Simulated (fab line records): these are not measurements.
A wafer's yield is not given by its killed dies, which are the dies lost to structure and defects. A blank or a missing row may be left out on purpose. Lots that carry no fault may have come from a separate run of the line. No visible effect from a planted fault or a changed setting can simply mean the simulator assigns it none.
The tool behind it: which one? + flow gf180mcu + Sampling: 11 lots, 33 wafers, 5 of 602 route steps

== WHAT EACH GAUGE READ, for each wafer ==
GF_VT_IMPLANT_OVL_MEAS_29. Usual: VT_IMPLANT_02_OVL 0.4 nm, standard deviation 1.1.
| lot  | measured     | on         | VT_IMPLANT_02_OVL (nm) | flag |
|------|--------------|------------|------------------------|------|
| L831 | day 6 22:01  | overlay-01 | -1.3 0.4 0.3           |      |
| L832 | day 7 05:26  | overlay-02 | -0.2 1.0 -0.5          |      |
| L834 | day 7 15:14  | overlay-02 | -0.9 -0.2 0.7          |      |
| L837 | day 8 12:01  | overlay-02 | 0.0 -1.4 0.3           |      |
| L839 | day 9 01:49  | overlay-02 | 1.6 1.2 3.1            |      |
| L840 | day 9 06:56  | overlay-01 | 0.4 0.8 0.5            |      |
| L844 | day 10 10:23 | overlay-02 | -0.2 -0.5 0.8          |      |
| L847 | day 11 05:26 | overlay-01 | -1.2 -1.0 -2.4         |      |
| L848 | day 11 11:44 | overlay-01 | 1.6 1.7 1.2            |      |
| L849 | day 11 18:08 | overlay-02 | 0.0 0.0 0.3            |      |
| L852 | day 12 12:08 | overlay-01 | 0.8 2.2 0.8            |      |

GF_VT_IMPLANT_RS_MEAS_49: the measuring method here is four-point-probe. Usual: MVPSD_RS 1169.4 ohm/sq, standard deviation 2.8.
| lot  | measured     | on            | MVPSD_RS (ohm/sq)                         | flag |
|------|--------------|---------------|-------------------------------------------|------|
| L831 | day 7 14:44  | film_metro-01 | 1168.3 1168.8 1173.4                      |      |
| L832 | day 7 22:17  | film_metro-02 | 1168.5 1171.6 1168.3                      |      |
| L834 | day 8 07:44  | film_metro-01 | 1173.6 1175.9 1176.6                      |      |
| L837 | day 9 05:26  | film_metro-02 | 1167.0 1167.3 1168.0                      |      |
| L839 | day 9 20:06  | film_metro-01 | 1171.1 1165.9 1166.8                      |      |
| L840 | day 10 01:35 | film_metro-02 | 1171.0 1170.9 1172.5                      |      |
| L844 | day 11 04:53 | film_metro-02 | 1175.5 1174.7 1171.9                      |      |
| L847 | day 12 01:30 | film_metro-01 | 1189.2 1188.0 1187.9 1190.9 1184.9 1190.1 | OFF  |
| L848 | day 12 07:12 | film_metro-02 | 1194.3 1193.5 1198.3 1194.6 1194.5 1195.6 | OFF  |
| L849 | day 12 14:04 | film_metro-03 | 1170.3 1171.9 1173.4                      |      |
| L852 | day 13 08:21 | film_metro-03 | 1168.8 1168.0 1170.2                      |      |

== WHICH TOOL RAN EACH LOT (tool, then ch and the chambers of the sampled wafers, then the start) ==
| lot  | GF_STI_CMP_25                | GF_MVPSD_IMPLANT_08             | GF_VT_IMPLANT_STRIP_20               |
|------|------------------------------|---------------------------------|--------------------------------------|
| L831 | cmp-01 ch 1,3, day 2 03:53   | implanter-04 ch 0, day 5 01:37  | plasma_asher-04 ch 0,1, day 6 07:01  |
| L832 | cmp-02 ch 1,3, day 2 11:56   | implanter-01 ch 0, day 5 08:21  | plasma_asher-02 ch 0,1, day 6 13:49  |
| L834 | cmp-01 ch 0,3, day 2 18:32   | implanter-01 ch 0, day 5 18:08  | plasma_asher-03 ch 0,1, day 6 23:50  |
| L837 | cmp-01 ch 2,3, day 3 11:10   | implanter-02 ch 0, day 6 11:44  | plasma_asher-02 ch 0, day 7 19:49    |
| L839 | cmp-01 ch 0,3, day 3 22:22   | implanter-02 ch 0, day 7 01:12  | plasma_asher-04 ch 0,1, day 8 09:08  |
| L840 | cmp-02 ch 0,1,2, day 4 01:37 | implanter-01 ch 0, day 7 04:59  | plasma_asher-04 ch 0,1, day 8 13:57  |
| L844 | cmp-01 ch 0,1,2, day 5 00:13 | implanter-01 ch 0, day 8 06:38  | plasma_asher-04 ch 1, day 9 17:10    |
| L847 | cmp-01 ch 0,1,2, day 5 15:20 | implanter-01 ch 0, day 9 00:50  | plasma_asher-02 ch 0,1, day 10 12:08 |
| L848 | cmp-01 ch 0,2, day 5 19:28   | implanter-01 ch 0, day 9 05:44  | plasma_asher-03 ch 0,1, day 10 17:52 |
| L849 | cmp-01 ch 0,2,3, day 5 23:52 | implanter-04 ch 0, day 9 12:20  | plasma_asher-04 ch 0,1, day 11 00:28 |
| L852 | cmp-02 ch 0,2,3, day 6 15:44 | implanter-04 ch 0, day 10 03:58 | plasma_asher-04 ch 0,1, day 11 16:46 |
- GF_STI_CMP_25: polishes, stops on Si3N4, t overpolish 33 s, target thk 524.6 nm.
- GF_MVPSD_IMPLANT_08
- GF_VT_IMPLANT_STRIP_20: strips in O2/N2.

== WHAT THE TOOLS THEMSELVES READ (means of the sampled wafers that have a number; where no wafer has one, the mark that the record gives instead) ==
GF_STI_CMP_25. Usual: head_pressure_psi 4.000 psi, standard deviation 0.0083; motor_current_A 11.5 A, standard deviation 1; overpolish_run_s 33.001 s, standard deviation 0.0095; time_to_endpoint_s 123 s, standard deviation 5.2.
| lot  | tool   | head_pressure_psi (psi) | motor_current_A (A) | overpolish_run_s (s) | time_to_endpoint_s (s) | flag |
|------|--------|-------------------------|---------------------|----------------------|------------------------|------|
| L831 | cmp-01 | 4.002                   | 10.5                | 32.997               | 127                    |      |
| L832 | cmp-02 | 4.000                   | 12.7                | 33.003               | 121                    |      |
| L834 | cmp-01 | 3.998                   | 12.2                | 32.995               | 124                    |      |
| L837 | cmp-01 | 4.007                   | 11.4                | 33.008               | 132                    |      |
| L839 | cmp-01 | 3.995                   | 12.1                | 32.996               | 124                    |      |
| L840 | cmp-02 | 3.997                   | 11.5                | 33.006               | 125                    |      |
| L844 | cmp-01 | 4.007                   | 11.8                | 32.996               | 118                    |      |
| L847 | cmp-01 | 3.997                   | 11.1                | 33.008               | 113                    |      |
| L848 | cmp-01 | 3.996                   | 11.9                | 32.997               | 118                    |      |
| L849 | cmp-01 | 3.996                   | 11.6                | 33.008               | 121                    |      |
| L852 | cmp-02 | 4.001                   | 11.1                | 32.991               | 122                    |      |

GF_MVPSD_IMPLANT_08. Usual: beam_energy_keV 170.00, standard deviation 0.057; beam_on_s 10.02 s, standard deviation 0.2; dose_ions_cm2 1.4999e+13, standard deviation 1.5e+10.
| lot  | tool         | beam_energy_keV | beam_on_s (s) | dose_ions_cm2 | flag |
|------|--------------|-----------------|---------------|---------------|------|
| L831 | implanter-04 | 170.07          | 9.90          | 1.5021e+13    |      |
| L832 | implanter-01 | 170.00          | 10.09         | 1.4996e+13    |      |
| L834 | implanter-01 | 169.95          | 10.14         | 1.5022e+13    |      |
| L837 | implanter-02 | 169.97          | 10.06         | 1.4983e+13    |      |
| L839 | implanter-02 | 170.00          | 10.17         | 1.4974e+13    |      |
| L840 | implanter-01 | 169.99          | 9.98          | 1.5017e+13    |      |
| L844 | implanter-01 | 170.00          | 9.94          | 1.4996e+13    |      |
| L847 | implanter-01 | 151.52          | 10.00         | 1.5008e+13    | OFF  |
| L848 | implanter-01 | 151.49          | 10.07         | 1.4996e+13    | OFF  |
| L849 | implanter-04 | 169.95          | 10.04         | 1.4997e+13    |      |
| L852 | implanter-04 | 169.97          | 10.21         | 1.5000e+13    |      |

GF_VT_IMPLANT_STRIP_20. Usual: chamber_pressure_mTorr 1499.7 mTorr, standard deviation 2; drypump_motor_current_A 5.72 A, standard deviation 0.24; heater_power_w 367 W, standard deviation 23; o2_flow_sccm 2999 sccm, standard deviation 9.1; oes_product_au 0.715 a.u., standard deviation 0.005; strip_time_to_endpoint_s 12.60 s, standard deviation 0.039.
| lot  | tool            | chamber_pressure_mTorr (mTorr) | drypump_motor_current_A (A) | heater_power_w (W) | o2_flow_sccm (sccm) | oes_product_au (a.u.) | strip_time_to_endpoint_s (s) | flag |
|------|-----------------|--------------------------------|-----------------------------|--------------------|---------------------|-----------------------|------------------------------|------|
| L831 | plasma_asher-04 | 1499.8                         | 5.67                        | 389                | 3006                | 0.711                 | 12.62                        |      |
| L832 | plasma_asher-02 | 1499.2                         | 5.63                        | 354                | 3007                | 0.708                 | 12.62                        |      |
| L834 | plasma_asher-03 | 1499.1                         | 5.89                        | 360                | 2996                | 0.721                 | 12.61                        |      |
| L837 | plasma_asher-02 | 1500.1                         | 5.39                        | 361                | 2997                | 0.712                 | 12.55                        |      |
| L839 | plasma_asher-04 | 1499.7                         | 5.66                        | 388                | 2997                | 0.721                 | 12.61                        |      |
| L840 | plasma_asher-04 | 1499.3                         | 5.63                        | 370                | 2996                | 0.718                 | 12.55                        |      |
| L844 | plasma_asher-04 | 1500.8                         | 5.60                        | 357                | 2991                | 0.713                 | 12.63                        |      |
| L847 | plasma_asher-02 | 1500.0                         | 5.62                        | 354                | 3008                | 0.714                 | 12.61                        |      |
| L848 | plasma_asher-03 | 1498.5                         | 5.74                        | 366                | 3001                | 0.717                 | 12.56                        |      |
| L849 | plasma_asher-04 | 1501.0                         | 5.63                        | 377                | 2997                | 0.716                 | 12.56                        |      |
| L852 | plasma_asher-04 | 1500.4                         | 5.66                        | 388                | 2987                | 0.719                 | 12.56                        |      |

== THE ANSWER, worked out from the rows above alone ==
Rule: take the mean of a lot's wafers that have a number; if it is more than 3 standard deviations from the usual mean, the lot is off. A lot without any number at a reading at which 4 lots or more have one is off too. Any other lot the step has rows for is counted as sound. Order of review: gauges by route order, followed by the tools' own readings, for which a lot's mean as printed above is used. The first step at which some lot is off is used, and at that step the reading that is off furthest; a lot without a number counts as furthest.
Off: L847, L848, at GF_VT_IMPLANT_RS_MEAS_49 (MVPSD_RS).
If a tool, at a process step before that reading, ran all the lots that are off and no sound lot after the first of them, it fits. Not tried: the gauges at GF_VT_IMPLANT_RS_MEAS_49; whatever is off there is also off at GF_MVPSD_IMPLANT_08, on other tools, and gauge error can't account for it. One fits: implanter-01 at GF_MVPSD_IMPLANT_08. Its last sound lot is L844 (day 8 06:38), its first lot that is off L847 (day 9 00:50): a fault that began between those two fits.
The tool's own readings at GF_MVPSD_IMPLANT_08 bear it out: on the lots that are off they differ by more than 5 times the standard deviation of the sound lots' means. beam_energy_keV reads 151.50 there against 169.99 on the sound lots.

== WHAT THE SIMULATOR PUT IN ==
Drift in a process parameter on implanter-01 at GF_MVPSD_IMPLANT_08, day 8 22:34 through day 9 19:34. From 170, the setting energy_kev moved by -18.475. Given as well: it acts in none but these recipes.
Shown lots that were struck: L847, L848. The rule above reached the same finding.
